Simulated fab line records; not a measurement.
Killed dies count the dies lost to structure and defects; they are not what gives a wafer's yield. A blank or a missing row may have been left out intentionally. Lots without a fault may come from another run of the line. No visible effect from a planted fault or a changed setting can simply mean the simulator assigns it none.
fab line records	flow sky130
record: lots: 12	wafers: 36	last_day: 50
route steps=708 shown FIELD_ISO@16 SONOS_ONO@170 LOCAL_INTERCONNECT@401 CONTACT@409
lots that met no fault: from a run of the same line without faults
start_h: the number of hours between the record's first day and the start of the first shown wafer of the lot	wait_h: how many hours have passed since the lot's step before this one	" the same as in the row above	L1.1+2: several wafers, shown together as one row	- either no value or no given start	* or withheld: withheld	< > ~ a bound
route shown NAME@n: a module of which the file shows steps, and the number in the route of the first	usual: average and standard deviation across the fault-free wafers	same: alike in all rows	chamber/n: place in a boat	sites: per-site readings	_std_site: standard deviation of those values	_edge_site: mean of outer sites minus mean of inner sites	radius_mm: for every site, how far away it sits from the centre of the wafer	mask NAME#n: copy n	behind: the tool/chamber that last shaped the wafer	hold: the reason the lot was held/the length of the hold in hours/how it ended	device: the n, p or np transistor that did not switch	end of line: tests of these same wafers at the route's end	a step given without rows: its recipe and nothing more	killed: not the wafer's yield, but the dies lost to structure and defects at the first sort	map: per-die view of a wafer (x killed, . not killed, _ where there is no die)
set.NAME: setting as actually run; set.NAME@STEP: the setting as run at that earlier step	model.NAME: the simulator's own value behind a step, which no gauge read
route steps across a sampled set of lots; one table per step, one row per wafer
services: a tool's chamber out of use, with start hour (start_h, from the record's first day; less than 0 if before it), hours out, and reason
== steps ==
step: SKY_FIELD_ISO_ETCH_15
recipe: chemistry: CHF3/O2	target_depth_nm: 180	stop_on: Si	source_w: 600	bias_w: 200	pressure_mtorr: 40	chf3_flow_sccm: 50	O2_flow_sccm: 5	time_s: 72
usual: drypump_motor_current_A: 5.7/0.31	oes_product_au: 0.947/0.0064	throttle_valve_pct: 8.845/0.0097
lot.wafer	tool	chamber	start_h	wait_h	drypump_motor_current_A	oes_product_au	rf_hours_counter_h	throttle_valve_pct
L168.2	rie_diel-01	3	27.85	0.0	6.0	0.940	5	8.856
L168.3	"	1	"	"	6.3	0.944	72	8.852
L168.6	"	0	"	"	5.5	0.942	-	8.838
L169.2	rie_diel-02	3	33.90	0.0	5.3	0.946	113	8.845
L169.3	"	0	"	"	6.2	0.948	87	8.845
L169.6	"	3	"	"	5.3	0.948	-	8.849
L170.1	rie_diel-02	3	39.85	0.0	5.3	0.948	114	8.845
L170.5	"	3	"	"	5.3	0.950	-	8.826
L170.6	"	2	"	"	5.9	0.953	-	8.835
L171.2	rie_diel-02	1	44.45	0.0	5.9	0.938	1	8.823
L171.4	"	2	"	"	5.8	0.942	43	8.841
L171.6	"	3	"	"	5.3	0.939	-	8.866
L174.3	rie_diel-02	2	61.14	0.0	5.8	0.950	43	8.841
L174.4	"	1	"	"	5.9	0.951	1	8.870
L174.5	"	1	"	"	5.9	0.947	-	8.851
L176.4	rie_diel-01	1	73.05	0.0	6.3	0.955	73	8.852
L176.5	"	0	"	"	5.5	0.956	-	8.843
L176.6	"	3	"	"	6.0	0.957	-	8.842
L177.1	rie_diel-01	3	77.75	0.0	6.0	0.944	6	8.846
L177.5	"	3	"	"	6.0	0.941	-	8.823
L177.6	"	1	"	"	6.3	0.942	-	8.835
L178.3	rie_diel-02	0	80.20	0.0	6.2	0.938	87	8.833
L178.5	"	2	"	"	5.8	0.946	-	8.857
L178.6	"	1	"	"	5.9	0.943	-	8.833
L179.1	rie_diel-02	2	85.70	0.0	5.9	0.935	44	8.849
L179.2	"	3	"	"	5.3	0.942	114	8.851
L179.4	"	0	"	"	6.2	0.948	87	8.847
L180.3	rie_diel-01	3	90.79	0.0	6.0	0.948	6	8.863
L180.4	"	2	"	"	5.4	0.952	65	8.852
L180.5	"	2	"	"	5.4	0.944	-	8.836
L182.3	rie_diel-04	3	102.34	0.0	5.4	0.945	5	8.857
L182.4	"	2	"	"	5.6	0.942	54	8.847
L182.6	"	0	"	"	5.6	0.949	-	8.833
L191.1	rie_diel-01	1	148.40	0.0	6.2	0.948	74	8.844
L191.2	"	3	"	"	6.0	0.953	7	8.861
L191.4	"	0	"	"	5.5	0.950	113	8.844
step: SKY_SONOS_ONO_CVD_02
recipe: material: Si3N4	precursor: DCS/NH3	target_thk_nm: 10.5	temp_c: 770	time_s: 180	pressure_mtorr: 250
usual: spike_tc_bottom_C: 789.2/1.6
lot.wafer	tool	chamber	start_h	wait_h	spike_tc_bottom_C
L168.2	lpcvd-02	1	248.77	1.7	788.3
L168.3	"	1	"	"	787.4
L168.6	"	1	"	"	788.0
L169.2	lpcvd-02	0	264.39	1.7	791.2
L169.3	"	0	"	"	790.0
L169.6	"	0	"	"	791.5
L170.1	lpcvd-02	0	268.94	0.1	788.9
L170.5	"	0	"	"	789.0
L170.6	"	0	"	"	790.5
L171.2	lpcvd-02	0	271.35	0.0	790.0
L171.4	"	0	"	"	790.2
L171.6	"	0	"	"	789.3
L174.3	lpcvd-02	0	303.72	2.2	788.9
L174.4	"	0	"	"	791.5
L174.5	"	0	"	"	791.4
L176.4	lpcvd-02	0	316.58	0.0	791.2
L176.5	"	0	"	"	791.4
L176.6	"	0	"	"	790.2
L177.1	lpcvd-02	0	319.68	0.1	790.6
L177.5	"	0	"	"	790.4
L177.6	"	0	"	"	790.7
L178.3	lpcvd-02	1	329.57	0.5	789.5
L178.5	"	1	"	"	786.7
L178.6	"	1	"	"	786.4
L179.1	lpcvd-02	1	339.08	1.6	788.0
L179.2	"	1	"	"	787.3
L179.4	"	1	"	"	788.3
L180.3	lpcvd-02	1	344.91	0.5	787.6
L180.4	"	1	"	"	785.0
L180.5	"	1	"	"	786.0
L182.3	lpcvd-02	1	358.48	0.9	789.0
L182.4	"	1	"	"	788.6
L182.6	"	1	"	"	786.5
L191.1	lpcvd-02	0	450.22	0.1	789.8
L191.2	"	0	"	"	789.2
L191.4	"	0	"	"	788.4
step: SKY_SONOS_ONO_THK_MEAS_03
recipe: reads: Si3N4_of_SONOS_ONO_CVD_02
usual: SONOS_ONO_CVD_02_THK: 10.55/0.12
lot.wafer	tool	chamber	start_h	wait_h	SONOS_ONO_CVD_02_THK[nm]
L168.2	film_metro-03	-	249.83	0.0	10.47
L168.3	"	-	"	"	10.49
L168.6	"	-	"	"	10.63
L169.2	film_metro-03	-	265.45	0.0	10.59
L169.3	"	-	"	"	10.53
L169.6	"	-	"	"	10.43
L170.1	film_metro-04	-	269.99	0.0	10.35
L170.5	"	-	"	"	10.43
L170.6	"	-	"	"	10.32
L171.2	film_metro-04	-	272.41	0.0	10.62
L171.4	"	-	"	"	10.55
L171.6	"	-	"	"	10.49
L174.3	film_metro-04	-	305.31	0.0	10.50
L174.4	"	-	"	"	10.52
L174.5	"	-	"	"	10.62
L176.4	film_metro-01	-	317.66	0.0	10.69
L176.5	"	-	"	"	10.69
L176.6	"	-	"	"	10.67
L177.1	film_metro-03	-	320.73	0.0	10.65
L177.5	"	-	"	"	10.78
L177.6	"	-	"	"	10.82
L178.3	film_metro-03	-	330.64	0.0	10.42
L178.5	"	-	"	"	10.49
L178.6	"	-	"	"	10.47
L179.1	film_metro-04	-	340.13	0.0	10.63
L179.2	"	-	"	"	10.67
L179.4	"	-	"	"	10.59
L180.3	film_metro-04	-	345.98	0.0	10.56
L180.4	"	-	"	"	10.57
L180.5	"	-	"	"	10.42
L182.3	film_metro-01	-	359.55	0.0	14.10
L182.4	"	-	"	"	14.11
L182.6	"	-	"	"	14.05
L191.1	film_metro-01	-	451.27	0.0	10.77
L191.2	"	-	"	"	10.64
L191.4	"	-	"	"	10.68
step: SKY_LOCAL_INTERCONNECT_METAL_ETCH_14
recipe: target_depth_nm: 110	stop_on: PSG	chemistry: Cl2/BCl3	target: TiN	resist_sidewall_deg: 88	pressure_mtorr: 10	icp_w: 900	bias_w: 48.5	Cl2_flow_sccm: 60	bcl3_flow_sccm: 30	time_s: 31.4
usual: drypump_motor_current_A: 5.63/0.26	oes_product_au: 0.939/0.0087	throttle_valve_pct: 21.904/0.01
lot.wafer	tool	chamber	start_h	wait_h	drypump_motor_current_A	oes_product_au	rf_hours_counter_h	throttle_valve_pct
L168.2	rie_metal-02	1	703.75	0.0	5.68	0.934	14	21.902
L168.3	"	0	"	"	5.50	0.932	-	21.903
L168.6	"	0	"	"	5.49	0.944	-	21.901
L169.2	rie_metal-02	1	717.30	0.0	5.67	0.946	14	21.909
L169.3	"	0	"	"	5.51	0.940	-	21.907
L169.6	"	1	"	"	5.69	0.933	-	21.915
L170.1	rie_metal-01	0	722.35	0.0	5.98	0.929	14	21.885
L170.5	"	1	"	"	5.35	0.938	-	21.899
L170.6	"	0	"	"	5.97	0.930	-	21.909
L171.2	rie_metal-02	1	724.80	0.0	5.67	0.949	15	21.893
L171.4	"	0	"	"	5.51	0.945	-	21.902
L171.6	"	1	"	"	5.65	0.948	-	21.900
L174.3	rie_metal-02	0	757.15	0.1	5.48	0.946	-	21.895
L174.4	"	0	"	"	5.50	0.938	-	21.908
L174.5	"	0	"	"	5.50	0.936	-	21.910
L176.4	rie_metal-01	0	773.67	0.0	6.00	0.937	-	21.900
L176.5	"	0	"	"	5.98	0.943	-	21.927
L176.6	"	1	"	"	5.37	0.927	-	21.907
L177.1	rie_metal-01	1	777.02	0.1	5.38	0.930	11	21.912
L177.5	"	1	"	"	5.37	0.925	-	21.924
L177.6	"	1	"	"	5.36	0.924	-	21.892
L178.3	rie_metal-01	0	784.55	0.1	5.96	0.938	-	21.903
L178.5	"	0	"	"	5.97	0.936	-	21.909
L178.6	"	0	"	"	5.97	0.939	-	21.899
L179.1	rie_metal-01	1	793.51	0.1	5.37	0.921	11	21.919
L179.2	"	1	"	"	5.37	0.928	-	21.906
L179.4	"	1	"	"	5.36	0.921	-	21.910
L180.3	rie_metal-01	1	798.65	0.1	5.36	0.928	-	21.884
L180.4	"	1	"	"	5.37	0.935	-	21.901
L180.5	"	1	"	"	5.36	0.935	-	21.894
L182.3	rie_metal-01	0	814.42	0.0	6.00	0.934	-	21.901
L182.4	"	1	"	"	5.38	0.940	-	21.884
L182.6	"	1	"	"	5.38	0.937	-	21.899
L191.1	rie_metal-03	0	895.70	0.0	6.06	0.937	16	21.913
L191.2	"	1	"	"	6.01	0.938	4	21.904
L191.4	"	1	"	"	6.02	0.935	-	21.895
step: SKY_CONTACT_THK_MEAS_03
recipe: reads: SiO2_of_CONTACT_HDPCVD_02
usual: CONTACT_HDPCVD_THK: 564/6.9
lot.wafer	tool	chamber	start_h	wait_h	CONTACT_HDPCVD_THK[nm]
L168.2	film_metro-04	-	704.66	0.0	549
L168.3	"	-	"	"	559
L168.6	"	-	"	"	556
L169.2	film_metro-03	-	718.16	0.0	582
L169.3	"	-	"	"	582
L169.6	"	-	"	"	574
L170.1	film_metro-04	-	723.18	0.0	568
L170.5	"	-	"	"	576
L170.6	"	-	"	"	575
L171.2	film_metro-04	-	725.68	0.0	565
L171.4	"	-	"	"	567
L171.6	"	-	"	"	569
L174.3	film_metro-03	-	758.05	0.1	561
L174.4	"	-	"	"	566
L174.5	"	-	"	"	552
L176.4	film_metro-03	-	775.00	0.1	574
L176.5	"	-	"	"	568
L176.6	"	-	"	"	576
L177.1	film_metro-01	-	778.21	0.0	569
L177.5	"	-	"	"	562
L177.6	"	-	"	"	567
L178.3	film_metro-01	-	785.41	0.1	563
L178.5	"	-	"	"	568
L178.6	"	-	"	"	558
L179.1	film_metro-04	-	794.37	0.0	568
L179.2	"	-	"	"	574
L179.4	"	-	"	"	577
L180.3	film_metro-03	-	799.49	0.1	560
L180.4	"	-	"	"	557
L180.5	"	-	"	"	559
L182.3	film_metro-03	-	815.23	0.1	558
L182.4	"	-	"	"	562
L182.6	"	-	"	"	558
L191.1	film_metro-03	-	896.55	0.0	565
L191.2	"	-	"	"	571
L191.4	"	-	"	"	561
== services ==
tool	chamber	start_h	hours	kind
rie_metal-01	1	61.09	35.0	repair
rie_diel-02	3	86.86	7.4	repair
rie_diel-02	2	91.33	7.2	repair
rie_diel-02	0	93.08	12.4	repair
rie_diel-02	3	102.02	13.7	repair
rie_metal-01	-	124.91	1.4	pm
rie_metal-01	1	139.37	2.7	repair
rie_diel-02	-	308.98	0.2	repair
rie_diel-02	3	310.50	7.9	repair
lpcvd-02	-	346.78	0.4	repair
rie_diel-02	-	402.74	0.2	repair
lpcvd-02	-	438.19	6.1	pm
rie_diel-02	2	486.40	5.6	repair
rie_diel-02	-	497.50	2.3	repair
lpcvd-02	-	580.52	0.9	repair
rie_diel-02	3	591.13	3.0	repair
rie_metal-01	-	625.12	2.8	pm
rie_metal-01	0	752.05	7.9	repair
rie_metal-01	0	776.36	7.6	repair
rie_metal-01	1	777.41	3.8	repair
rie_metal-01	1	782.80	6.0	repair
lpcvd-02	-	843.77	17.2	pm
rie_metal-01	0	863.65	46.6	repair
rie_metal-01	1	887.43	10.9	repair
== key ==
first_sign: step: SKY_SONOS_ONO_THK_MEAS_03	reading: SONOS_ONO_CVD_02_THK	direction: up	sigmas: 30	usual: 10.55	struck: 14.09
effect none on later readings
met_at SKY_SONOS_ONO_CVD_02
struck_lots L182
struck_wafers L182.3,L182.4,L182.6
tester_left_out L182
not_acting_at SKY_FIELD_ISO_ETCH_15,SKY_LOCAL_INTERCONNECT_METAL_ETCH_14,SKY_CONTACT_THK_MEAS_03
onset_between 344.91 358.48
fault: kind: process_parameter_drift	tool: lpcvd-02	chamber: 1	onset_h: 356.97	steps: SKY_SONOS_ONO_CVD_02	channel: target_thk_nm	offset: 3.4408	shape: step	end_h: 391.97	acts_in: these_recipes_only	stated: 10.5
tester_left_out: of these lots the tester's yield and bins aren't shown, on N5 and GAA mostly nor the transistor test; their killed dies are dies lost to structure and defects alone, not to doping, threshold or leakage, so they don't give the yield
